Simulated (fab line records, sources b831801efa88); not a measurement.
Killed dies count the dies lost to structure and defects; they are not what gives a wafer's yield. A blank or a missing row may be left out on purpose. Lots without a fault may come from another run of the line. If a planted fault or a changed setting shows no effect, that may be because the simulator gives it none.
A struck lot beside a sound one + flow sfq-line + 37 out of 325 route steps
Sound: the wafers L400.4, L400.5, L400.6. Struck: wafers L393.4, L393.6 (left out: L393.1, a lot-mate that was not struck); the cause follows at the end.
Per side, at each step with rows, come the tool, then ch with its chambers, and then its first start. Under that, the readings that differ: sound wafers + struck wafers + difference of the means + sigmas: that difference in standard deviations of wafers without a fault.
alike: words and numbers the same on both sides, and readings whose means are apart by under 2 such deviations; not compared: readings that were withheld, readings missing a value for some wafer, numbers with overlapping values and no deviation given by the record, and bounds like >300 which may hide the same value.
Wherever a step has rows on one side only, a row that says differs or no value, or a row with sigmas, the two part there. Non-overlapping numbers with no deviation appear without sigmas and do not part them. Lack of a reading on every wafer of one side parts them only where that side has two or more wafers.

SFQ_R5_THK_MEAS_934: measures by xrf.
  sound on film-metro-02, day 56 03:05; struck on film-metro-03, day 53 11:09
  alike: R5_MONX_THK
then, 6 steps without rows for these wafers: SFQ_TRILAYER_R5_LITHO_COAT_141 (resist thk 62 nm); SFQ_TRILAYER_R5_LITHO_COAT_136 (resist thk 600 nm); SFQ_TRILAYER_R5_LITHO_SOFTBAKE_140; SFQ_TRILAYER_R5_LITHO_EXPOSE_137 (exposes mask R5, target cd 500 nm); SFQ_TRILAYER_R5_LITHO_PEB_139 (peb time 60 s); SFQ_TRILAYER_R5_LITHO_DEVELOP_138 (time 60 s).
-- the record jumps here: 6 days lie between the struck wafers' starts before and after --
SFQ_R5_OVL_MEAS_935:
  sound on overlay-01, day 62 05:19; struck on overlay-01, day 59 14:28
| reading     | sound  | struck | difference | sigmas |
|-------------|--------|--------|------------|--------|
| R5_OVL (nm) | 9 0 10 | 1 -8   | -10        | -2     |
SFQ_TRILAYER_R5_BARC_OPEN_METAL_ETCH_177: etches BARC in O2, target depth 125 nm, time 41.7 s.
  sound on rie-metal-02 ch 0,1, day 62 05:22; struck on rie-metal-03 ch 1, day 59 14:30
  alike: drypump-motor-current-A, oes-product-au
  not compared: rf-hours-counter-h
SFQ_TRILAYER_R5_ETCH_METAL_ETCH_139: etches the open film in Cl2, stops on SiO2, target depth 60 nm, time 40 s.
  sound on rie-metal-02 ch 0,1, day 62 05:25; struck on rie-metal-03 ch 1, day 59 14:34
  alike: drypump-motor-current-A, oes-product-au
  not compared: rf-hours-counter-h
SFQ_TRILAYER_R5_STRIP_STRIP_140: strips in O2.
  sound on rie-metal-02 ch 0,1, day 62 05:40; struck on rie-metal-03 ch 1, day 59 14:37
  alike: drypump-motor-current-A, oes-product-au
  not compared: rf-hours-counter-h
then, 1 step without rows for these wafers: SFQ_TRILAYER_R5_STRIP_SOLV_CLEAN_141 (cleans in NMP, time 600 s).
SFQ_TRILAYER_A5C_DEP_PECVD_142: deposits SiO2 from SiH4/N2O, time 15.556 s, target thk 70 nm.
  sound on pecvd-01 ch 0,1,2, day 62 06:15; struck on pecvd-02 ch 2, day 59 15:23
| reading                                              | sound             | struck     | difference | sigmas |
|------------------------------------------------------|-------------------|------------|------------|--------|
| model.SiO2_of_TRILAYER_A5C_DEP_PECVD_142.thk-nm (nm) | 69.95 70.24 70.27 | 80.9 81.49 | +11.0      |        |
  alike: heater-power-w, throttle-valve-pct
then, 6 steps without rows for these wafers: SFQ_TRILAYER_I5_LITHO_COAT_149 (resist thk 62 nm); SFQ_TRILAYER_I5_LITHO_COAT_144 (resist thk 650 nm); SFQ_TRILAYER_I5_LITHO_SOFTBAKE_148; SFQ_TRILAYER_I5_LITHO_EXPOSE_145 (exposes mask I5, target cd 700 nm); SFQ_TRILAYER_I5_LITHO_PEB_147 (peb time 60 s); SFQ_TRILAYER_I5_LITHO_DEVELOP_146 (time 60 s).
-- the record jumps here: 6 days lie between the struck wafers' starts before and after --
SFQ_I5_OVL_MEAS_936:
  sound on overlay-01, day 67 11:22; struck on overlay-02, day 65 10:01
  alike: I5_OVL
SFQ_TRILAYER_I5_BARC_OPEN_VIA_ETCH_200: etches BARC in O2, target depth 125 nm, time 41.7 s.
  sound on rie-diel-02 ch 1,2,3, day 67 11:24; struck on rie-diel-02 ch 2, day 65 10:04
  alike: drypump-motor-current-A, oes-product-au
  not compared: rf-hours-counter-h
SFQ_TRILAYER_I5_ETCH_VIA_ETCH_147: etches the open film in CHF3, stops on Nb, target depth 360 nm.
  sound on rie-diel-02 ch 1,2,3, day 67 11:30; struck on rie-diel-02 ch 2, day 65 10:06
  alike: drypump-motor-current-A, oes-product-au
then, 8 steps without rows for these wafers: SFQ_TRILAYER_I5_STRIP_STRIP_148 (strips in O2); SFQ_TRILAYER_I5_STRIP_SOLV_CLEAN_149 (cleans in NMP, time 600 s); SFQ_TRILAYER_C5_LITHO_COAT_156 (resist thk 62 nm); SFQ_TRILAYER_C5_LITHO_COAT_151 (resist thk 650 nm); SFQ_TRILAYER_C5_LITHO_SOFTBAKE_155; SFQ_TRILAYER_C5_LITHO_EXPOSE_152 (exposes mask C5, target cd 500 nm); SFQ_TRILAYER_C5_LITHO_PEB_154 (peb time 60 s); SFQ_TRILAYER_C5_LITHO_DEVELOP_153 (time 60 s).
-- the record jumps here: 5 days lie between the struck wafers' starts before and after --
SFQ_C5_OVL_MEAS_937:
  sound on overlay-02, day 72 07:56; struck on overlay-02, day 70 14:54
  alike: C5_OVL
then, 1 step without rows for these wafers: SFQ_TRILAYER_C5_BARC_OPEN_VIA_ETCH_210 (etches BARC in O2, target depth 125 nm, time 41.7 s).
SFQ_TRILAYER_C5_ETCH_VIA_ETCH_154: etches SiO2 in CHF3, stops on Nb, target depth 84 nm.
  sound on rie-diel-04 ch 0,1,2, day 72 08:00; struck on rie-diel-03 ch 2,3, day 70 14:59
| reading                        | sound             | struck      | difference | sigmas |
|--------------------------------|-------------------|-------------|------------|--------|
| oes-product-au (a.u.)          | 0.896 0.893 0.892 | 0.970 0.983 | +0.083     | +11    |
| model.etch.depth-nm (nm)       | 69.95 70.24 70.27 | 80.9 81.49  | +11.0      |        |
| model.C5.feature-depth-nm (nm) | 69.95 70.24 70.27 | 80.9 81.49  | +11.0      |        |
  alike: drypump-motor-current-A
then, 2 steps without rows for these wafers: SFQ_TRILAYER_C5_STRIP_STRIP_155 (strips in O2); SFQ_TRILAYER_C5_STRIP_SOLV_CLEAN_156 (cleans in NMP, time 600 s).
SFQ_TRILAYER_M6_DEP_PRE_CLEAN_158: time 22.5 s.
  sound on pvd-sputter-06, day 72 08:50; struck on pvd-sputter-04, day 70 15:48
| reading                                              | sound             | struck     | difference | sigmas |
|------------------------------------------------------|-------------------|------------|------------|--------|
| model.SiO2_of_TRILAYER_A5C_DEP_PECVD_142.thk-nm (nm) | 62.45 62.74 62.77 | 73.4 73.99 | +11.0      |        |
then, 1 step without rows for these wafers: SFQ_TRILAYER_M6_DEP_SPUTTER_157 (material Nb, target thk 200 nm, time 133.3 s).

WHERE THEY PART
Last at SFQ_TRILAYER_C5_ETCH_VIA_ETCH_154 as far as this record goes, first at SFQ_R5_OVL_MEAS_935.

WHY: whatever the simulator had introduced
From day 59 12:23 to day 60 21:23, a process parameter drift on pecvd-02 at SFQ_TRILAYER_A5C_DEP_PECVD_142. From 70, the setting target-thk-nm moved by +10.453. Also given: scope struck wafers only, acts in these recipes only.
